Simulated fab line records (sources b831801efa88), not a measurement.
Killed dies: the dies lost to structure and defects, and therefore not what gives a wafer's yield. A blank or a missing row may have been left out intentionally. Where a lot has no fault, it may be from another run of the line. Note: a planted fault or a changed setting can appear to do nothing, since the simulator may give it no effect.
Split-lot trial | flow sfqLine | 5 lots, 23 wafers read, on a route of 325 steps

## ABOUT THE SPLIT
At SFQ_TRILAYER_M7_LITHO_PEB_180 (peb time 60 s), the setting pebTimeS was moved away from the recipe's 60 s on 4 of the 23 wafers read, by -7.0% to -4.9%. All remaining wafers had this setting at the recipe value.

## BETWEEN THE SPLIT AND THE READING: the file shows 1 step in between
- SFQ_TRILAYER_M7_LITHO_DEVELOP_179: time 60 s

## THE READING
M7.cdNm (the simulator's own value, which no gauge read), in nm, at SFQ_TRILAYER_M7_BARC_OPEN_METAL_ETCH_229 (etches BARC in O2, target depth 125 nm, time 41.7 s). The file gives no usual value for it. Average 500.1 nm, standard deviation 0.67 nm, over the 19 wafers here run with the recipe.

wafer  | tool, chamber at the split | pebTimeS as run, s | against the recipe | M7.cdNm, nm | against lot-mates on the recipe
L078.2 | lithoTrack-03, 0           | 60                 | recipe             | 499.6       | -
L078.3 | lithoTrack-03, 0           | 60                 | recipe             | 500.6       | -
L078.4 | lithoTrack-03, 0           | 57.08              | -4.9%              | 507.2       | +7.3
L078.5 | lithoTrack-03, 0           | 57.08              | -4.9%              | 508.3       | +8.4
L078.6 | lithoTrack-03, 0           | 60                 | recipe             | 499.4       | -
L079.1 | lithoTrack-02, 0           | 60                 | recipe             | 499.6       | -
L079.2 | lithoTrack-02, 0           | 60                 | recipe             | 500.2       | -
L079.3 | lithoTrack-02, 0           | 60                 | recipe             | 501.3       | -
L081.1 | lithoTrack-02, 0           | 55.83              | -7.0%              | 510.1       | +9.6
L081.2 | lithoTrack-02, 0           | 60                 | recipe             | 500.4       | -
L081.4 | lithoTrack-02, 0           | 60                 | recipe             | 500.8       | -
L081.5 | lithoTrack-02, 0           | 55.83              | -7.0%              | 512.1       | +11.6
L081.6 | lithoTrack-02, 0           | 60                 | recipe             | 500.3       | -
L083.1 | lithoTrack-04, 0           | 60                 | recipe             | 499.2       | -
L083.3 | lithoTrack-04, 0           | 60                 | recipe             | 499.1       | -
L083.4 | lithoTrack-04, 0           | 60                 | recipe             | 501.1       | -
L083.5 | lithoTrack-04, 0           | 60                 | recipe             | 499.9       | -
L083.6 | lithoTrack-04, 0           | 60                 | recipe             | 500         | -
L084.1 | lithoTrack-03, 0           | 60                 | recipe             | 499.8       | -
L084.2 | lithoTrack-03, 0           | 60                 | recipe             | 499         | -
L084.3 | lithoTrack-03, 0           | 60                 | recipe             | 500.8       | -
L084.5 | lithoTrack-03, 0           | 60                 | recipe             | 500.7       | -
L084.6 | lithoTrack-03, 0           | 60                 | recipe             | 500.5       | -

THE FIT
A straight line over all 23 wafers: M7.cdNm changes by -1.58 nm for each +1% of pebTimeS; r = -0.98; the points scatter about the line by 0.73 nm.
The same after taking each lot's own level away (the mean of its wafers on the recipe; 23 wafers): -1.55 nm for each +1%; r = -0.98; scatter 0.7 nm.
The reading moves by 11 nm for the largest change in pebTimeS, on that fit.
From 499.86 to 500.50 nm: that is the span of the lots' own levels, equal to 1.0 times the standard deviation above.
So the lot-to-lot level changes the slope little: the two slopes agree.
Check: for one of the wafers moved furthest among these (-7.0%), held out of the fit, the line's prediction against its lot-mates is +11.4 nm. Against them it came out at +9.6 nm.

## FURTHER SPLITS ON THESE WAFERS
These wafers also went through other splits before the reading. Each is held against what the fit with the lots' levels taken away leaves over:
other split on the same wafers             | wafers away from the commonest value | r with M7.cdNm (lot level and that fit taken away)
SFQ_TRILAYER_C5_LITHO_PEB_154 pebTempC     | 7                                    | +0.22
SFQ_TRILAYER_M6_DEP_SPUTTER_157 timeS      | 12                                   | +0.15
SFQ_TRILAYER_M6_LITHO_COAT_159 resistThkNm | 11                                   | -0.17
SFQ_TRILAYER_M6_LITHO_PEB_162 pebTempC     | 7                                    | -0.15
SFQ_TRILAYER_I6_VIA_LITHO_COAT_174 spinRpm | 8                                    | -0.07
SFQ_TRILAYER_I6_VIA_LITHO_PEB_172 pebTempC | 9                                    | -0.04
SFQ_TRILAYER_M7_LITHO_COAT_177 resistThkNm | 5                                    | -0.11

## FILE'S OWN FIT
M7.cdNm changes by -1.56 nm for each +1% of pebTimeS, r = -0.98.
